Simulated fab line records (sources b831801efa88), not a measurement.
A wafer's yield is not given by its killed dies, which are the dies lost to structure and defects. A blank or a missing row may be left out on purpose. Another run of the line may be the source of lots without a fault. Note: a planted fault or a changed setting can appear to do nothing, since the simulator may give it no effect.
Chamber matching | flow sky130 | SKY_METAL3_ETCH_17 on rie_diel-04: 4 sister chambers
The step etches SiO2 in C4F8/O2/Ar, stops on TiN, time 3.9 s, target depth 15 nm. 4 wafers are shown with their chamber, then 8 later ones without.

== WAFERS PAIRED WITH THEIR CHAMBERS ==
wafer  | chamber | oes_product_au (a.u.)
L082.1 | 0       | 0.747
L082.2 | 3       | 0.745
L082.3 | 1       | 0.751
L082.4 | 2       | 0.766

== WAFERS MISSING THEIR CHAMBER ==
wafer  | oes_product_au (a.u.)
L082.5 | 0.757
L082.6 | 0.759
L087.1 | 0.752
L087.2 | 0.756
L087.3 | 0.745
L087.4 | 0.760
L087.5 | 0.748
L087.6 | 0.753

== WHICH CHAMBER EACH WENT THROUGH ==
wafer  | from the rows above               | in truth
L082.5 | can't be placed: 1 or 2 or 0 or 3 | 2
L082.6 | can't be placed: 2 or 1 or 0 or 3 | 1
L087.1 | can't be placed: 1 or 0 or 3      | 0
L087.2 | can't be placed: 1 or 0 or 2 or 3 | 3
L087.3 | can't be placed: 3 or 0 or 1      | 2
L087.4 | can't be placed: 2 or 1 or 0      | 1
L087.5 | can't be placed: 0 or 1 or 3      | 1
L087.6 | can't be placed: 1 or 0 or 3      | 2
Correctly placed: 0 of 8. Can't be placed from these rows: 8 (the true chamber is among the candidates in 6). Placed wrongly: 0.
How it was worked out, from the rows above alone: a wafer's distance from a chamber is the root of the sum, over the readings, of the square of ((its reading less the chamber's mean) divided by the reading's scatter). The wafer belongs to the nearest chamber; if the next one is less than 2 further off, it can't be placed. Each chamber's mean is taken over the wafers shown for it. The scatter (one wafer shown for each chamber): square how far every hidden wafer sits from the nearest shown wafer, average those squares and take the square root.
